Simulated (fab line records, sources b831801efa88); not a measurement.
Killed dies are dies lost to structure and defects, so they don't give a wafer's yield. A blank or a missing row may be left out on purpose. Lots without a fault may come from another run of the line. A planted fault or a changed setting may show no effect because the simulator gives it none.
Which tool did it? | flow sky130 | 11 lots, 33 wafers sampled, at 5 steps of a route of 708

WHAT THE GAUGES READ, wafer by wafer
SKY_GATE_OXIDE_TW_MEAS_14.
lot  | measured     | on            | GATE_OXIDE_TW
L435 | day 14 09:49 | film_metro-02 | 222.8 222.0 222.3
L437 | day 15 00:34 | film_metro-03 | 225.8 225.7 225.9
L439 | day 15 19:57 | film_metro-02 | 224.3 223.9 222.5
L443 | day 17 21:34 | film_metro-03 | 226.2 226.6 226.8
L445 | day 18 07:35 | film_metro-03 | 228.2 226.8 226.4
L446 | day 18 19:05 | film_metro-03 | 225.7 227.0 226.8
L450 | day 19 22:40 | film_metro-03 | 226.0 227.1 226.4
L451 | day 20 08:33 | film_metro-03 | 227.7 228.3 226.5
L454 | day 20 19:00 | film_metro-01 | 224.9 224.9 225.4
L455 | day 21 15:45 | film_metro-01 | 225.3 224.2 225.2
L456 | day 22 00:05 | film_metro-02 | 222.7 223.4 222.3

SKY_POLY_GATE_OVL_MEAS_14.
lot  | measured     | on         | POLY_GATE_OVL (nm)
L435 | day 16 23:42 | overlay-02 | 4 2 1
L437 | day 17 12:04 | overlay-02 | -1 -4 2
L439 | day 18 18:10 | overlay-01 | -1 -3 5
L443 | day 20 18:07 | overlay-02 | 0 3 1
L445 | day 21 02:19 | overlay-02 | -13 -9 -10
L446 | day 21 14:58 | overlay-02 | -3 -3 -1
L450 | day 22 18:08 | overlay-01 | 4 0 2
L451 | day 23 03:27 | overlay-02 | 0 -5 -1
L454 | day 23 14:16 | overlay-02 | 7 9 -3
L455 | day 24 09:25 | overlay-02 | -4 1 0
L456 | day 24 16:52 | overlay-01 | -8 -4 -7

SKY_LDD_P_CD_MEAS_07: target cd 380 nm.
lot  | measured     | on        | cd_nm (nm)
L435 | day 19 12:41 | cd_sem-02 | 375.1 376.2 377.6
L437 | day 20 04:55 | cd_sem-01 | 376.5 376.7 376.3
L439 | day 21 09:44 | cd_sem-01 | 382.3 384.2 381.4
L443 | day 23 09:43 | cd_sem-01 | 390.0 388.9 388.9
L445 | day 23 18:05 | cd_sem-01 | 385.8 388.6 387.4
L446 | day 24 07:19 | cd_sem-01 | 375.8 375.4 376.4
L450 | day 25 08:51 | cd_sem-01 | 378.7 375.4 376.9
L451 | day 25 16:45 | cd_sem-02 | 380.9 384.4 384.5
L454 | day 26 04:55 | cd_sem-01 | 380.5 378.7 382.7
L455 | day 26 22:56 | cd_sem-01 | 380.4 382.8 379.3
L456 | day 27 06:05 | cd_sem-01 | 380.3 378.6 377.5

WHICH TOOL RAN EACH LOT (tool, then ch and the chambers of the sampled wafers, then the start)
lot  | SKY_SONOS_ONO_ETCH_15              | SKY_LDD_P_COAT_02
L435 | rie_diel-04 ch 1,2, day 13 05:56   | litho_track-01 ch 0, day 18 22:23
L437 | rie_diel-04 ch 0,2,3, day 13 20:53 | litho_track-04 ch 0, day 19 13:23
L439 | rie_diel-04 ch 1,2,3, day 14 14:01 | litho_track-04 ch 0, day 20 18:53
L443 | rie_diel-03 ch 1,2, day 16 12:32   | litho_track-04 ch 0, day 22 18:31
L445 | rie_diel-03 ch 0,1,3, day 16 22:14 | litho_track-04 ch 0, day 23 02:53
L446 | rie_diel-03 ch 1,2, day 17 09:41   | litho_track-02 ch 0, day 23 16:26
L450 | rie_diel-03 ch 1,2,3, day 18 13:40 | litho_track-01 ch 0, day 24 18:15
L451 | rie_diel-03 ch 1,2,3, day 18 23:05 | litho_track-02 ch 0, day 25 02:09
L454 | rie_diel-04 ch 0,2,3, day 19 09:26 | litho_track-02 ch 0, day 25 13:58
L455 | rie_diel-01 ch 0,1,2, day 20 07:44 | litho_track-02 ch 0, day 26 08:48
L456 | rie_diel-04 ch 1,2,3, day 20 15:07 | litho_track-04 ch 0, day 26 14:46
- SKY_SONOS_ONO_ETCH_15: etches the open film in CHF3/O2, target depth 19.52 nm, time 7.8 s.
- SKY_LDD_P_COAT_02: resist thk 1140 nm.

WHAT THE TOOLS THEMSELVES READ (means of the sampled wafers that have a number; where no wafer has one, the mark that the record gives instead)
SKY_SONOS_ONO_ETCH_15.
lot  | tool        | drypump_motor_current_A (A) | oes_product_au (a.u.) | throttle_valve_pct (%)
L435 | rie_diel-04 | 6.0                         | 1.004                 | 8.825
L437 | rie_diel-04 | 5.5                         | 0.981                 | 8.823
L439 | rie_diel-04 | 5.6                         | 0.976                 | 8.827
L443 | rie_diel-03 | 5.3                         | 0.988                 | 8.821
L445 | rie_diel-03 | 5.8                         | 0.990                 | 8.820
L446 | rie_diel-03 | 5.2                         | 1.008                 | 8.825
L450 | rie_diel-03 | 5.6                         | 1.000                 | 8.830
L451 | rie_diel-03 | 5.6                         | 0.989                 | 8.834
L454 | rie_diel-04 | 5.6                         | 0.985                 | 8.819
L455 | rie_diel-01 | 5.8                         | 0.990                 | 8.818
L456 | rie_diel-04 | 5.6                         | 0.978                 | 8.824

SKY_LDD_P_COAT_02.
lot  | tool           | spin_speed_rpm (rpm)
L435 | litho_track-01 | 3000.3
L437 | litho_track-04 | 3000.5
L439 | litho_track-04 | 2997.9
L443 | litho_track-04 | 3406.4
L445 | litho_track-04 | 3406.6
L446 | litho_track-02 | 2998.4
L450 | litho_track-01 | 2998.5
L451 | litho_track-02 | 3002.0
L454 | litho_track-02 | 2997.9
L455 | litho_track-02 | 3001.7
L456 | litho_track-04 | 2998.9

THE ANSWER, worked out from the rows above alone
Rule: what is usual is taken from the lots themselves. Put in order of their means at a reading, lots are off if they are a third of the lots or fewer, leave a main group of 4 or more, and stand apart from it by a gap of 3 or more times the standard deviation of the main group's means; of several such gaps the widest counts. A main group whose means are all the same, to the digits that the tables above print for the reading, isn't used. A lot without any number at a reading at which 4 lots or more have one is off too. The other lots that the step has rows for count as sound. The gauges are gone through in route order, then the tools' own readings, and for those a lot's mean is taken as printed above. The first step at which some lot is off is used, and at that step the reading that is off furthest; a lot without a number counts as furthest.
Off: L443, L445, at SKY_LDD_P_COAT_02 (spin_speed_rpm). The main group: mean 2999.6 rpm, standard deviation 1.5.
A tool fits if, at that step or a process step before it, it ran every lot that is off, and no sound lot after the first of them. None of those tried fits.

WHAT THE SIMULATOR HAD PUT IN
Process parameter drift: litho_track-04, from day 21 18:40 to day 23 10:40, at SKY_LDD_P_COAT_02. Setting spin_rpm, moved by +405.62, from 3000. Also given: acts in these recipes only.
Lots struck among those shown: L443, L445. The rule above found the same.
